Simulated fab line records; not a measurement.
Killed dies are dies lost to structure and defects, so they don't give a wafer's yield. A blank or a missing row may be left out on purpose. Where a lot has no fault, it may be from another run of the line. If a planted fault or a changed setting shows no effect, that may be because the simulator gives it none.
Code-filled problem report in 8D (eight disciplines) form | flow gf180mcu | the parts of the form that need people (team, actions taken, sign-off) are left out

## 1. THE ISSUE
Wafers with no fault read 1492 W with a standard deviation of 5, whereas rf fwd power W at GF_V1_ETCH_17 reads a mean of 1725 W on 1 wafer of 1 lot. Relative to the usual mean, that is a shift of +47 standard deviations.
The step: etches SiO2 in C4F8/O2/Ar, stops on TiN, target depth 630 nm.
The first sign was on wafer L884.5 at day 23 15:00, on rie diel-02. The record has a number at this step for 39 wafers belonging to 13 lots. Rule for "out", or "out of limits": more than 4 standard deviations from the usual mean. The other wafers with a number count as sound.

## 2. WHAT THIS IS AND IS NOT
question                    | is                | is not
which readings at this step | rf fwd power W    | oes product au
which lots                  | L884              | L870, L871, L873, L874, L875, L885, L886, L887, L889, L891, L892, L893
which wafers of those lots  | L884.5            | L884.1, L884.2
read on which tools         | rie diel-02       | rie diel-01, rie diel-03
when                        | from day 23 15:00 | up to then (17 sound wafers); but 21 sound wafers of L885, L886, L887, L889, L891, L892, L893 came after

## 3. SUSPECTS, AND WHAT RULES EACH OUT
Counting: if a tool at a process step up to the reading ran every lot that is out, it stays a suspect. Sound lots after the first of them don't rule it out here, since some wafers of a struck lot are sound.
- rie diel-02 at GF_V1_ETCH_17 (etches SiO2 in C4F8/O2/Ar, stops on TiN, target depth 630 nm): kept. It ran the lot that is out, L884 (day 23 15:00). Out on those wafers are its own readings of rf fwd power W.
- Within rie diel-02 at GF_V1_ETCH_17: the wafers that are out ran in chamber 1; their sound lot-mates ran in chambers 0, 3.
Left after counting: rie diel-02 at GF_V1_ETCH_17.

## 4. THE CAUSE (what the simulator had put in)
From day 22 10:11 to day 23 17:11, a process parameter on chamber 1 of rie diel-02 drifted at GF_V1_ETCH_17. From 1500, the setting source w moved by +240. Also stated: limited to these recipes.
Counting left only this tool.

## 5. THE CHAIN OF EFFECTS, in route order
Each row: a reading where the mean over the struck wafers with a number is more than 3 standard deviations away from the usual. Readings are gone through only where the record gives a usual standard deviation; hours: the median, over the lots, of the time from a lot's start at the first step in this table giving one to that lot's start at this step; sigmas: the change measured in usual standard deviations.
hours | step          | reading        | usual  | on struck wafers | change | sigmas
0     | GF_V1_ETCH_17 | rf fwd power W | 1492 W | 1725             | +233   | +47
Here are the process steps it includes:
- GF_V1_ETCH_17: etches SiO2 in C4F8/O2/Ar, stops on TiN, target depth 630 nm.

## 6. WHAT WOULD HAVE CAUGHT IT SOONER
The fault began at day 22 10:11; the first out-of-limits reading in this record came at day 23 15:00, 29 hours later.
